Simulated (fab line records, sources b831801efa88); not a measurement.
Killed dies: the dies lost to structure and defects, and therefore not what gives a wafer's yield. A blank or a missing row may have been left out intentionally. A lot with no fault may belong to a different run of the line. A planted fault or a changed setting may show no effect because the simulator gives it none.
Matching of chambers    flow sky130    3 sister chambers for SKY_NWELL_CLEAN_27 on wetBench-03
The step cleans in SC1/SC2, time 150 s. 6 wafers are shown with their chamber, then 8 later ones without.

WAFERS WITH THEIR CHAMBER
wafer   chamber  bathGuardTempC (C)
L250.3  1        69.5
L250.5  1        69.7
L251.5  2        70.1
L264.5  0        69.9
L264.6  0        70.4
L265.2  2        70.0

WAFERS WITH NO CHAMBER GIVEN
wafer   bathGuardTempC (C)
L265.3  69.9
L265.6  70.3
L269.1  69.8
L269.5  69.7
L269.6  70.2
L270.2  70.2
L270.4  69.9
L270.6  70.1

CHAMBER TAKEN BY EACH
wafer   from the rows above           in truth
L265.3  can't be placed: 2 or 0 or 1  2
L265.6  can't be placed: 0 or 2       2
L269.1  can't be placed: 1 or 2 or 0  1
L269.5  can't be placed: 1 or 2 or 0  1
L269.6  can't be placed: 0 or 2       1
L270.2  can't be placed: 0 or 2       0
L270.4  can't be placed: 2 or 0 or 1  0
L270.6  can't be placed: 2 or 0       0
0 of 8 placed correctly. These rows do not allow placing 8 (true chamber among the candidates in 7). Number placed wrongly: 0.
How it was worked out, from the rows above alone: a wafer's distance from a chamber is the root of the sum, over the readings, of the square of ((its reading less the chamber's mean) divided by the reading's scatter). The wafer belongs to the nearest chamber; if the next one is less than 2 further off, it can't be placed. A chamber's mean is the mean of its shown wafers. The scatter: take each reading less its chamber's mean, square it, sum over the shown wafers, divide by the number of wafers less the number of chambers, and take the root.
